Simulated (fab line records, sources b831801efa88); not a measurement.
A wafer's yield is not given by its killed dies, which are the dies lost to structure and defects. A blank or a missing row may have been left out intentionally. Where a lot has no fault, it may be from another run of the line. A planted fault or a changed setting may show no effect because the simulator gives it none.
A struck lot beside a sound one / flow sky130 / 15 out of 708 route steps
Sound: these wafers, L540.2, L540.3, L540.4. Wafers struck: L545.2, L545.5, L545.6. At the end, the cause is stated.
At each step with rows: each side's tool, then ch and its chambers, then its first start. Under that, the readings that differ: sound wafers / struck wafers / difference of the means / sigmas: that difference in standard deviations of wafers without a fault.
alike: same words and numbers on both sides, and readings whose means sit less than 2 such deviations apart. not compared: any withheld reading, any reading some wafer has no value for, any bound like >300 that may hide the same value, and any number with overlapping values for which the record gives no deviation.
A row with sigmas, a row that says differs or no value, or rows on one side alone: a step with any of these is where the two part. Numbers that have no deviation but don't overlap get no sigmas and don't part them. A reading missing from all wafers of one side parts the sides only when that side holds two or more wafers.

SKY_POLY_GATE_CD_MEAS_22:
  sound on cd sem-01, day 17 01:53; struck on cd sem-02, day 18 11:28
  alike: cd nm
then, 7 steps without rows for these wafers: SKY_LDD_N_DEHYDRATE_00 (time 60 s); SKY_LDD_N_HMDS_01 (prime time 60 s); SKY_LDD_N_COAT_02 (resist thk 300 nm); SKY_LDD_N_SOFTBAKE_03 (time 60 s); SKY_LDD_N_EXPOSE_04 (exposes mask NTM, target cd 840 nm); SKY_LDD_N_PEB_05; SKY_LDD_N_DEVELOP_06 (develop time 60 s).
SKY_LDD_N_OVL_MEAS_07:
  sound on overlay-02, day 18 07:34; struck on overlay-01, day 19 19:37
reading=LDD_N_OVL (nm); sound=0.6 -2.6 -1.0; struck=-3.5 -3.3 -3.5; difference=-2.4; sigmas=-2
then, 3 steps without rows for these wafers: SKY_LDD_N_IMPLANT_08; SKY_LDD_N_IMPLANT_09; SKY_LDD_N_IMPLANT_10.
SKY_LDD_N_IMPLANT_11:
  sound on implanter-03 ch 0, day 18 08:04; struck on implanter-04 ch 0, day 19 20:07
reading=dose ions cm2; sound=7.493e+13 7.51e+13 7.494e+13; struck=6.685e+13 6.676e+13 6.677e+13; difference=-8.197e+12; sigmas=-99 or more
reading=faraday current uA; sound=417 433 429; struck=379 380 378; difference=-47; sigmas=-6
  alike: rotation deg
then, 1 step without rows for these wafers: SKY_LDD_N_IMPLANT_12.
-- record jumps: 27 days separate the struck wafers' starts on either side; left off in module LDD_N, taken up again in module PAD_OPEN, whose first shown step is the route's number 708 --
SKY_PAD_OPEN_PROBE_99:
  sound on prober-02, day 46 04:35; struck on prober-02, day 47 04:47
reading=model.etest.tip n.rs ohm sq; sound=444.2 437.9 442.4; struck=451 452.9 448.3; difference=+9; sigmas=
  alike: killed_at_M0_to_M3, killed_at_M4_up, killed at contacts, killed at front end, killed at other, killed dies, killed open, killed short

## WHERE THEY PART
First at SKY_LDD_N_OVL_MEAS_07; last, within this record, at SKY_LDD_N_IMPLANT_11. Later steps at which nothing parts them and some readings are alike: SKY_PAD_OPEN_PROBE_99.

WHY: what had been put in by the simulator
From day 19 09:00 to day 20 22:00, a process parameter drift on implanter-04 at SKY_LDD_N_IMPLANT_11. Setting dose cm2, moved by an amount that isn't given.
